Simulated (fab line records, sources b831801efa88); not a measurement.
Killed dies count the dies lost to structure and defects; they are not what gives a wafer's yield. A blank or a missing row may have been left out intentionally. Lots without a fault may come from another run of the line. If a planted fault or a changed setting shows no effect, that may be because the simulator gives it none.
Which tool is to blame?    flow sky130    Sampling: 11 lots, 33 wafers, 5 of 708 route steps

## WHAT THE GAUGES READ, wafer by wafer
SKY_LI_CONTACT_OVL_MEAS_13.
lot   measured      on          LI_CONTACT_OVL (nm)
L722  day 29 00:26  overlay-01  1 13 5
L723  day 29 20:56  overlay-02  9 8 5
L725  day 30 18:55  overlay-01  4 -1 -5
L733  day 33 06:03  overlay-01  -2 3 0
L734  day 33 12:25  overlay-02  -2 -1 8
L735  day 33 23:50  overlay-02  -1 -1 4
L736  day 35 02:30  overlay-01  -1 -2 -6
L737  day 35 05:56  overlay-01  1 2 -8
L738  day 35 15:03  overlay-02  -4 0 0
L740  day 36 10:20  overlay-02  3 2 -3
L743  day 38 03:14  overlay-02  -12 -9 -8

SKY_CONTACT_THK_MEAS_03.
lot   measured      on            CONTACT_HDPCVD_THK (nm)
L722  day 30 06:33  filmMetro-02  564 561 572
L723  day 31 03:45  filmMetro-01  567 563 562
L725  day 32 00:19  filmMetro-03  559 566 568
L733  day 34 10:44  filmMetro-01  575 573 682
L734  day 34 17:11  filmMetro-01  564 566 565
L735  day 35 04:56  filmMetro-03  570 679 574
L736  day 36 06:17  filmMetro-02  566 567 558
L737  day 36 11:11  filmMetro-01  557 549 551
L738  day 36 19:06  filmMetro-03  572 568 569
L740  day 37 15:19  filmMetro-03  561 557 563
L743  day 39 07:25  filmMetro-02  564 575 562

## WHICH TOOL RAN EACH LOT (tool, then ch and the chambers of the sampled wafers, then the start)
lot   SKY_LI_CONTACT_CMP_02          SKY_LI_CONTACT_ETCH_14             SKY_CONTACT_HDPCVD_02
L722  cmp-02 ch 1,2,3, day 27 20:53  rieDiel-01 ch 0,2, day 29 00:27    hdpcvd-01 ch 0,1,2, day 30 06:28
L723  cmp-01 ch 1,3, day 28 16:52    rieDiel-01 ch 1,2, day 29 20:58    hdpcvd-02 ch 0,1, day 31 03:41
L725  cmp-01 ch 0,3, day 29 14:38    rieDiel-04 ch 0,1,3, day 30 18:57  hdpcvd-01 ch 0,2, day 32 00:15
L733  cmp-01 ch 0,1,3, day 32 03:11  rieDiel-01 ch 0,2,3, day 33 06:04  hdpcvd-02 ch 0,1, day 34 10:39
L734  cmp-02 ch 1,3, day 32 09:51    rieDiel-01 ch 0,3, day 33 12:27    hdpcvd-01 ch 1,2, day 34 17:06
L735  cmp-01 ch 0,2,3, day 32 20:55  rieDiel-01 ch 0,2,3, day 33 23:52  hdpcvd-02 ch 0,1,2, day 35 04:52
L736  cmp-02 ch 0,3, day 33 23:34    rieDiel-01 ch 2,3, day 35 02:32    hdpcvd-01 ch 0,1, day 36 06:13
L737  cmp-02 ch 0,2,3, day 34 02:48  rieDiel-02 ch 0,2,3, day 35 05:58  hdpcvd-01 ch 0,1,2, day 36 11:07
L738  cmp-02 ch 1,2,3, day 34 11:53  rieDiel-02 ch 0,2,3, day 35 15:04  hdpcvd-01 ch 0,1, day 36 19:01
L740  cmp-01 ch 0,2,3, day 35 07:18  rieDiel-02 ch 0,1,2, day 36 10:22  hdpcvd-01 ch 0,1,2, day 37 15:14
L743  cmp-02 ch 1,2,3, day 37 00:33  rieDiel-04 ch 0,1,3, day 38 03:16  hdpcvd-02 ch 0,2, day 39 07:20
- SKY_LI_CONTACT_CMP_02: polishes PSG.
- SKY_LI_CONTACT_ETCH_14: etches BARC in N2/H2, stops on SiO2, time 45.9 s, target depth 60 nm.
- SKY_CONTACT_HDPCVD_02: deposits SiO2, target thk 565 nm, time 94.2 s.

## WHAT THE TOOLS THEMSELVES READ (means of the sampled wafers that have a number; where no wafer has one, the mark that the record gives instead)
SKY_LI_CONTACT_CMP_02.
lot   tool    edgeZonePressureFrac  motorCurrentA (A)  slurryFlowMlMin  timeToEndpointS (s)
L722  cmp-02  0.999                 11.8               150.1            34.4
L723  cmp-01  1.000                 10.6               150.1            33.3
L725  cmp-01  0.995                 11.6               149.8            37.1
L733  cmp-01  1.006                 11.2               149.8            34.7
L734  cmp-02  0.998                 11.6               150.2            33.3
L735  cmp-01  1.004                 12.5               150.2            34.4
L736  cmp-02  1.002                 11.4               150.0            34.4
L737  cmp-02  0.997                 11.5               149.8            34.4
L738  cmp-02  1.000                 11.9               150.2            35.9
L740  cmp-01  1.001                 12.5               150.0            36.0
L743  cmp-02  1.000                 11.7               150.3            30.5

SKY_LI_CONTACT_ETCH_14.
lot   tool        biasW (W)  drypumpMotorCurrentA (A)  n2FlowSccm (sccm)  oesProductAu (a.u.)  throttleValvePct (%)
L722  rieDiel-01  99.74      5.1                       100.1              0.855                13.227
L723  rieDiel-01  100.24     5.2                       99.9               0.856                13.219
L725  rieDiel-04  99.92      5.9                       99.8               0.860                13.220
L733  rieDiel-01  99.93      5.4                       99.9               0.853                13.225
L734  rieDiel-01  100.14     5.7                       99.6               0.859                13.218
L735  rieDiel-01  99.59      5.4                       99.9               0.861                13.227
L736  rieDiel-01  99.97      5.4                       99.9               0.858                13.222
L737  rieDiel-02  100.00     5.7                       100.1              0.857                13.226
L738  rieDiel-02  99.77      5.7                       100.1              0.858                13.229
L740  rieDiel-02  100.04     5.4                       100.1              0.853                13.229
L743  rieDiel-04  100.29     5.9                       99.7               0.855                13.229

SKY_CONTACT_HDPCVD_02.
lot   tool       pressureMtorr (mTorr)  sih4FlowSccm (sccm)
L722  hdpcvd-01  5.993                  60.07
L723  hdpcvd-02  5.988                  60.12
L725  hdpcvd-01  6.008                  60.04
L733  hdpcvd-02  6.008                  63.85
L734  hdpcvd-01  6.001                  59.97
L735  hdpcvd-02  6.007                  64.02
L736  hdpcvd-01  6.008                  60.02
L737  hdpcvd-01  5.993                  59.92
L738  hdpcvd-01  6.013                  60.02
L740  hdpcvd-01  5.999                  59.97
L743  hdpcvd-02  6.004                  59.95

## THE ANSWER, worked out from the rows above alone
Rule: the lots themselves supply what counts as usual. The widest of any qualifying gaps counts: lots, ordered by their means at a reading, are off when they make up no more than a third of the lots, leave a main group of 4 or more, and stand apart from it by 3 or more times the standard deviation of that group's means. If all means in a main group match to the digits the tables above print for the reading, that group is not used. A lot without any number at a reading at which 4 lots or more have one is off too. The other lots that the step has rows for count as sound. First the gauges in route order, then the tools' own readings, where a lot's mean is used as printed above. The first step at which some lot is off is used, and at that step the reading that is off furthest; a lot without a number counts as furthest.
Off: L733, L735, at SKY_CONTACT_THK_MEAS_03 (CONTACT_HDPCVD_THK). Main group: mean 564 nm, sd 4.6.
A tool fits if, at a process step before that reading, it ran every lot that is off, and no sound lot after the first of them. The gauges at SKY_CONTACT_THK_MEAS_03 aren't tried: what is off there is off at SKY_CONTACT_HDPCVD_02 too, on other tools, and a gauge's error can't cause that. Of those tried, none fits.

## WHAT THE SIMULATOR HAD INSERTED
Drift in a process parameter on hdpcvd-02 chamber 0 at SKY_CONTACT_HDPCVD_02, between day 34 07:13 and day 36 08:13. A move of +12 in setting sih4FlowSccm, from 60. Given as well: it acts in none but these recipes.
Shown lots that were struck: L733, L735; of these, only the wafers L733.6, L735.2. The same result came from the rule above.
